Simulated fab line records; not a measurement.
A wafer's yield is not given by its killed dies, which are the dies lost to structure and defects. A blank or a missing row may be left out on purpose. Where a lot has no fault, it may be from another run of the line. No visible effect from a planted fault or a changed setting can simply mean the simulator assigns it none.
Chamber matching :: flow sky130 :: cmp-01 running SKY_VIA2_CMP_24: 4 sister chambers
The step polishes, stops on SiO2, t overpolish 20 s, target thk 0 nm. 30 wafers are shown with their chamber, then 12 later ones without.

## WAFERS, EACH WITH ITS CHAMBER
wafer: L074.2
chamber: 3
motorCurrentA (A): 11.7
edgeZonePressureFrac: 0.995
timeToEndpointS (s): 101

wafer: L074.4
chamber: 0
motorCurrentA (A): 10.7
edgeZonePressureFrac: 1.003
timeToEndpointS (s): 104

wafer: L074.5
chamber: 1
motorCurrentA (A): 10.5
edgeZonePressureFrac: 0.999
timeToEndpointS (s): 102

wafer: L075.1
chamber: 1
motorCurrentA (A): 10.9
edgeZonePressureFrac: 0.995
timeToEndpointS (s): 102

wafer: L075.2
chamber: 0
motorCurrentA (A): 10.3
edgeZonePressureFrac: 1.005
timeToEndpointS (s): 98

wafer: L075.3
chamber: 3
motorCurrentA (A): 11.3
edgeZonePressureFrac: 0.996
timeToEndpointS (s): 95

wafer: L078.3
chamber: 2
motorCurrentA (A): 12.6
edgeZonePressureFrac: 0.998
timeToEndpointS (s): 103

wafer: L078.5
chamber: 1
motorCurrentA (A): 10.9
edgeZonePressureFrac: 0.998
timeToEndpointS (s): 103

wafer: L078.6
chamber: 2
motorCurrentA (A): 13.1
edgeZonePressureFrac: 1.002
timeToEndpointS (s): 105

wafer: L080.2
chamber: 3
motorCurrentA (A): 12.1
edgeZonePressureFrac: 0.990
timeToEndpointS (s): 99

wafer: L080.3
chamber: 0
motorCurrentA (A): 10.5
edgeZonePressureFrac: 1.006
timeToEndpointS (s): 104

wafer: L080.4
chamber: 2
motorCurrentA (A): 12.5
edgeZonePressureFrac: 1.002
timeToEndpointS (s): 99

wafer: L082.1
chamber: 0
motorCurrentA (A): 10.2
edgeZonePressureFrac: 0.998
timeToEndpointS (s): 105

wafer: L082.2
chamber: 3
motorCurrentA (A): 12.2
edgeZonePressureFrac: 0.998
timeToEndpointS (s): 102

wafer: L082.4
chamber: 1
motorCurrentA (A): 10.3
edgeZonePressureFrac: 0.994
timeToEndpointS (s): 105

wafer: L085.2
chamber: 1
motorCurrentA (A): 10.6
edgeZonePressureFrac: 0.996
timeToEndpointS (s): 105

wafer: L085.3
chamber: 3
motorCurrentA (A): 12.2
edgeZonePressureFrac: 0.991
timeToEndpointS (s): 100

wafer: L085.6
chamber: 0
motorCurrentA (A): 10.0
edgeZonePressureFrac: 0.995
timeToEndpointS (s): 104

wafer: L088.2
chamber: 1
motorCurrentA (A): 9.7
edgeZonePressureFrac: 1.004
timeToEndpointS (s): 104

wafer: L088.3
chamber: 2
motorCurrentA (A): 13.3
edgeZonePressureFrac: 0.998
timeToEndpointS (s): 103

wafer: L088.5
chamber: 0
motorCurrentA (A): 10.0
edgeZonePressureFrac: 1.011
timeToEndpointS (s): 104

wafer: L089.1
chamber: 0
motorCurrentA (A): 10.2
edgeZonePressureFrac: 0.996
timeToEndpointS (s): 107

wafer: L089.3
chamber: 1
motorCurrentA (A): 10.6
edgeZonePressureFrac: 1.004
timeToEndpointS (s): 106

wafer: L089.6
chamber: 3
motorCurrentA (A): 11.7
edgeZonePressureFrac: 1.001
timeToEndpointS (s): 105

wafer: L090.1
chamber: 3
motorCurrentA (A): 11.5
edgeZonePressureFrac: 0.999
timeToEndpointS (s): 104

wafer: L090.2
chamber: 0
motorCurrentA (A): 10.9
edgeZonePressureFrac: 1.002
timeToEndpointS (s): 103

wafer: L090.5
chamber: 1
motorCurrentA (A): 10.4
edgeZonePressureFrac: 0.997
timeToEndpointS (s): 100

wafer: L091.2
chamber: 2
motorCurrentA (A): 13.3
edgeZonePressureFrac: 1.002
timeToEndpointS (s): 103

wafer: L091.4
chamber: 3
motorCurrentA (A): 12.2
edgeZonePressureFrac: 0.992
timeToEndpointS (s): 103

wafer: L091.5
chamber: 0
motorCurrentA (A): 10.3
edgeZonePressureFrac: 0.996
timeToEndpointS (s): 106

SIGNATURES, as means of the wafers listed above
reading: motorCurrentA
chamber 0: 10.344
chamber 1: 10.488
chamber 2: 12.960
chamber 3: 11.862
scatter within a chamber: 0.354

reading: edgeZonePressureFrac
chamber 0: 1.00133
chamber 1: 0.99838
chamber 2: 1.00040
chamber 3: 0.99525
scatter within a chamber: 0.00426

reading: timeToEndpointS
chamber 0: 103.89
chamber 1: 103.38
chamber 2: 102.60
chamber 3: 101.12
scatter within a chamber: 2.55
Rule: distance of a wafer from a chamber = root of the sum over the readings of ((wafer's reading minus chamber's mean) / reading's scatter) squared. The wafer belongs to the nearest chamber; if the next one is less than 2 further off, it can't be placed. The scatter is the square root of a quotient: the sum, over the shown wafers, of each reading's squared deviation from its chamber's mean, divided by wafers minus chambers.

## WAFERS WHOSE CHAMBER IS MISSING
wafer: L092.3
motorCurrentA (A): 10.5
edgeZonePressureFrac: 1.001
timeToEndpointS (s): 100

wafer: L092.4
motorCurrentA (A): 10.7
edgeZonePressureFrac: 1.004
timeToEndpointS (s): 105

wafer: L092.5
motorCurrentA (A): 13.1
edgeZonePressureFrac: 0.992
timeToEndpointS (s): 103

wafer: L093.1
motorCurrentA (A): 10.2
edgeZonePressureFrac: 1.006
timeToEndpointS (s): 105

wafer: L093.4
motorCurrentA (A): 11.7
edgeZonePressureFrac: 0.993
timeToEndpointS (s): 107

wafer: L093.5
motorCurrentA (A): 12.4
edgeZonePressureFrac: 1.004
timeToEndpointS (s): 102

wafer: L094.3
motorCurrentA (A): 10.6
edgeZonePressureFrac: 0.995
timeToEndpointS (s): 105

wafer: L094.4
motorCurrentA (A): 11.5
edgeZonePressureFrac: 0.997
timeToEndpointS (s): 102

wafer: L094.6
motorCurrentA (A): 11.1
edgeZonePressureFrac: 0.997
timeToEndpointS (s): 105

wafer: L097.2
motorCurrentA (A): 12.6
edgeZonePressureFrac: 1.005
timeToEndpointS (s): 100

wafer: L097.5
motorCurrentA (A): 10.8
edgeZonePressureFrac: 1.001
timeToEndpointS (s): 105

wafer: L097.6
motorCurrentA (A): 10.7
edgeZonePressureFrac: 0.999
timeToEndpointS (s): 102

## THE CHAMBER EACH PASSED THROUGH
wafer: L092.3
from the rows above: can't be placed: 1 or 0
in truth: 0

wafer: L092.4
from the rows above: can't be placed: 0 or 1
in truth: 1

wafer: L092.5
from the rows above: can't be placed: 2 or 3
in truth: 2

wafer: L093.1
from the rows above: can't be placed: 0 or 1
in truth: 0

wafer: L093.4
from the rows above: can't be placed: 3 or 1 or 2
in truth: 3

wafer: L093.5
from the rows above: can't be placed: 2 or 3
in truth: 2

wafer: L094.3
from the rows above: can't be placed: 1 or 0
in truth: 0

wafer: L094.4
from the rows above: can't be placed: 3 or 1
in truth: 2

wafer: L094.6
from the rows above: can't be placed: 1 or 0 or 3
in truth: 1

wafer: L097.2
from the rows above: can't be placed: 2 or 3
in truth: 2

wafer: L097.5
from the rows above: can't be placed: 1 or 0
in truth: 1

wafer: L097.6
from the rows above: can't be placed: 1 or 0
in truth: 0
Correct placement for 0 of the 12. Not placeable from these rows: 12 (in 11, the candidates include the true chamber). Placed wrongly: 0.
